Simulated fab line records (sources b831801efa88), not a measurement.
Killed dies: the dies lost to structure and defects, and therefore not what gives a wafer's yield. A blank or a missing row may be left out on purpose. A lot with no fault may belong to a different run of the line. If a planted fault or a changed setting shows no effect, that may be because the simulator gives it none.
A lot that was struck, set against a sound lot ; flow sky130 ; 15 out of 708 route steps
Sound: these wafers, L115.1, L115.2, L115.6. Struck: wafers L130.2, L130.4 (left out: L130.3, a lot-mate that was not struck); the cause follows at the end.
For every step that has rows: the tool of each side, followed by ch and its chambers, followed by its first start. Under that, the readings that differ: sound wafers ; struck wafers ; difference of the means ; sigmas: that difference in standard deviations of wafers without a fault.
alike: readings whose means differ by less than 2 such deviations, and words and numbers that are the same on both sides. not compared: withheld readings, readings that some wafer has no value for, bounds like >300 that may hide the same value, and numbers for which the record gives no deviation and whose values overlap.
A row with sigmas, a row that says differs or no value, or rows on one side alone: a step with any of these is where the two part. When numbers do not overlap yet have no deviation, they are printed without sigmas and do not part them. Lack of a reading on every wafer of one side parts them only where that side has two or more wafers.

first, 7 steps without rows for these wafers: SKY_METAL4_HMDS_06 (prime time 60 s); SKY_METAL4_COAT_07 (resist thk 60 nm); SKY_METAL4_COAT_08 (resist thk 1140 nm); SKY_METAL4_SOFTBAKE_09 (time 90 s); SKY_METAL4_EXPOSE_10 (exposes mask MM4, target cd 300 nm); SKY_METAL4_PEB_11; SKY_METAL4_DEVELOP_12 (develop time 60 s).
SKY_METAL4_CD_MEAS_13 targets a cd of 300 nm.
  sound on cd-sem-02, day 42 17:11; struck on cd-sem-02, day 46 16:03
  alike: cd-nm
SKY_METAL4_OVL_MEAS_14:
  sound on overlay-01, day 42 17:19; struck on overlay-01, day 46 16:10
  alike: METAL4_OVL
SKY_METAL4_DESCUM_15: chemistry O2, time 8 s.
  sound on rie-metal-01 ch 0,1, day 42 17:21; struck on rie-metal-04 ch 1, day 46 16:11
  alike: drypump-motor-current-A, he-backside-leak-sccm, oes-product-au
  not compared: rf-hours-counter-h
SKY_METAL4_ETCH_16: etches BARC in N2/H2, stops on SiO2, time 88.2 s, target depth 60 nm.
  sound on rie-metal-01 ch 0,1, day 42 17:23; struck on rie-metal-04 ch 1, day 46 16:13
  alike: chamber-pressure-mTorr, drypump-motor-current-A, he-backside-leak-sccm, oes-product-au, throttle-valve-pct
  not compared: rf-hours-counter-h
SKY_METAL4_ETCH_17: etches SiO2 in C4F8/O2/Ar, stops on TiN, time 3.9 s, target depth 15 nm.
  sound on rie-diel-02 ch 0,1,2, day 42 17:29; struck on rie-diel-04 ch 0,3, day 46 16:19
  alike: chamber-pressure-mTorr, oes-product-au
  not compared: rf-hours-counter-h
SKY_METAL4_METAL_ETCH_18: etches the open film in Cl2/BCl3, stops on SiO2, target depth 845 nm, time 183.1 s.
  sound on rie-metal-02 ch 0,1, day 42 17:30; struck on rie-metal-02 ch 0, day 46 16:20
reading;sound;struck;difference;sigmas
chamber-pressure-mTorr (mTorr);9.992 9.987 10.005;7.998 8.002;-1.995;-99 or more
  alike: bcl3-flow-sccm, drypump-motor-current-A, he-backside-leak-sccm, oes-product-au, throttle-valve-pct
  not compared: rf-hours-counter-h
SKY_METAL4_STRIP_19: strips in O2/N2.
  sound on plasma-asher-02 ch 0,1, day 42 17:40; struck on plasma-asher-03 ch 0, day 46 16:31
reading;sound;struck;difference;sigmas
drypump-motor-current-A (A);5.1 4.8 4.8;6.5 6.5;+1.6;+3
  alike: oes-product-au, strip-time-to-endpoint-s
  not compared: rf-hours-counter-h
-- the record jumps here: 3 days lie between the struck wafers' starts before and after (it left off in module METAL4 and takes up again in module PAD_OPEN, whose first step shown is number 708 of the route) --
SKY_PAD_OPEN_PROBE_99:
  rows exist in the record for the struck wafers here (prober-01, day 50 01:34), but not for the sound ones

== WHERE THEY PART ==
At SKY_METAL4_METAL_ETCH_18 first; at SKY_PAD_OPEN_PROBE_99 last (within this record only).

WHY: the cause the simulator had injected
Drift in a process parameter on rie-metal-02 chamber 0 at SKY_METAL4_METAL_ETCH_18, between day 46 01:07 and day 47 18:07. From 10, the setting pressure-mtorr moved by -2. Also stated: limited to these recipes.
